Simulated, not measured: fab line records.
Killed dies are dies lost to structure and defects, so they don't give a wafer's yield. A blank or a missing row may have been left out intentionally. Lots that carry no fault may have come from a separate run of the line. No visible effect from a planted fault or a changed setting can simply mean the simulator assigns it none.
Split-lot study	flow sky130	route with 708 steps; 5 lots, 23 wafers read

== ABOUT THE SPLIT ==
At SKY_VIA2_CMP_02 (polishes SiO2), the setting leave-above-ref-nm was moved away from the recipe's 495 nm on 8 of the 23 wafers read, by -4.8% to +4.1%. All remaining wafers had this setting at the recipe value.

== FROM THE SPLIT TO THE READING: what the file shows between them, 1 step ==
- SKY_VIA2_ETCH_14: etches BARC in N2/H2, stops on SiO2, time 45.9 s, target depth 60 nm (also split here: ion-energy-ev)

== THE READING ==
oes-product-au, in a.u., at SKY_VIA2_ETCH_15 (etches SiO2 in C4F8/O2/Ar, stops on TiN, target depth 546 nm, time 84 s). On this fab line, fault-free wafers typically give 0.939 a.u. with a standard deviation of 0.0047 a.u.

wafer	tool, chamber at the split	leave-above-ref-nm as run, nm	against the recipe	oes-product-au, a.u.	against lot-mates on the recipe
L074.1	cmp-02, 0	495	recipe	0.935	-
L074.2	cmp-02, 3	495	recipe	0.936	-
L074.6	cmp-02, 0	495	recipe	0.934	-
L080.2	cmp-02, 1	515.2	+4.1%	0.959	+0.018
L080.3	cmp-02, 0	495	recipe	0.937	-
L080.4	cmp-02, 2	515.2	+4.1%	0.958	+0.017
L080.5	cmp-02, 3	495	recipe	0.947	-
L080.6	cmp-02, 0	495	recipe	0.940	-
L081.1	cmp-02, 0	495	recipe	0.939	-
L081.2	cmp-02, 3	471.1	-4.8%	0.915	-0.022
L081.4	cmp-02, 1	495	recipe	0.937	-
L081.5	cmp-02, 1	495	recipe	0.934	-
L081.6	cmp-02, 0	471.1	-4.8%	0.910	-0.027
L082.1	cmp-02, 3	513.8	+3.8%	0.962	+0.024
L082.3	cmp-02, 1	513.8	+3.8%	0.965	+0.027
L082.4	cmp-02, 2	495	recipe	0.938	-
L082.5	cmp-02, 0	495	recipe	0.932	-
L082.6	cmp-02, 1	495	recipe	0.943	-
L085.1	cmp-01, 2	495	recipe	0.938	-
L085.2	cmp-01, 3	474.3	-4.2%	0.906	-0.035
L085.3	cmp-01, 1	495	recipe	0.942	-
L085.5	cmp-01, 3	474.3	-4.2%	0.915	-0.026
L085.6	cmp-01, 2	495	recipe	0.942	-

THE FIT
A straight line over all 23 wafers: oes-product-au changes by +0.00583 a.u. for each +1% of leave-above-ref-nm; r = +0.96; the points scatter about the line by 0.0041 a.u.
The same after taking each lot's own level away (the mean of its wafers on the recipe; 23 wafers): +0.00571 a.u. for each +1%; r = +0.96; scatter 0.0044 a.u.
Per that fit: largest leave-above-ref-nm move, reading shift of 0.028 a.u.
From 0.9350 to 0.9413 a.u.: that is the span of the lots' own levels, equal to 1.3 times the standard deviation above.
The two slopes agree, so the slope changes little with the lot-to-lot level.
Check: -0.0296 a.u. against its lot-mates is what the line predicts for one of the wafers moved furthest among these (-4.8%) when that wafer is left out of the fit. Against them it came out at -0.0217 a.u.

== ADDITIONAL SPLITS CARRIED BY THESE WAFERS ==
These wafers also went through other splits before the reading. Each is held against what the fit with the lots' levels taken away leaves over:
other split on the same wafers	wafers away from the commonest value	r with oes-product-au (lot level and that fit taken away)
SKY_METAL2_ETCH_18 ion-energy-ev	7	+0.29
SKY_VIA2_ETCH_14 ion-energy-ev	7	+0.09

== THE WHOLE CHAIN: every reading that the file lists as answering this split, in the file's order ==
step	what it does	reading	change (the file's fit)	r (the file's)
SKY_VIA2_CMP_02	polishes SiO2	SiO2_of_VIA2_HDPCVD_00.thk-nm (the simulator's own value, which no gauge read)	+5 nm for each +1% of the setting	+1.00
SKY_VIA2_ETCH_15	etches SiO2 in C4F8/O2/Ar, stops on TiN, target depth 546 nm, time 84 s	oes-product-au	+0.00571 a.u. for each +1% of the setting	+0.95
SKY_VIA2_ETCH_15	etches SiO2 in C4F8/O2/Ar, stops on TiN, target depth 546 nm, time 84 s	etch.depth-nm (the simulator's own value, which no gauge read)	+5 nm for each +1% of the setting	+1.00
SKY_VIA2_ETCH_15	etches SiO2 in C4F8/O2/Ar, stops on TiN, target depth 546 nm, time 84 s	VIA2.feature-depth-nm (the simulator's own value, which no gauge read)	+5 nm for each +1% of the setting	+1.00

== THE FILE'S OWN FIT ==
oes-product-au changes by +0.00571 a.u. for each +1% of leave-above-ref-nm, r = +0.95.
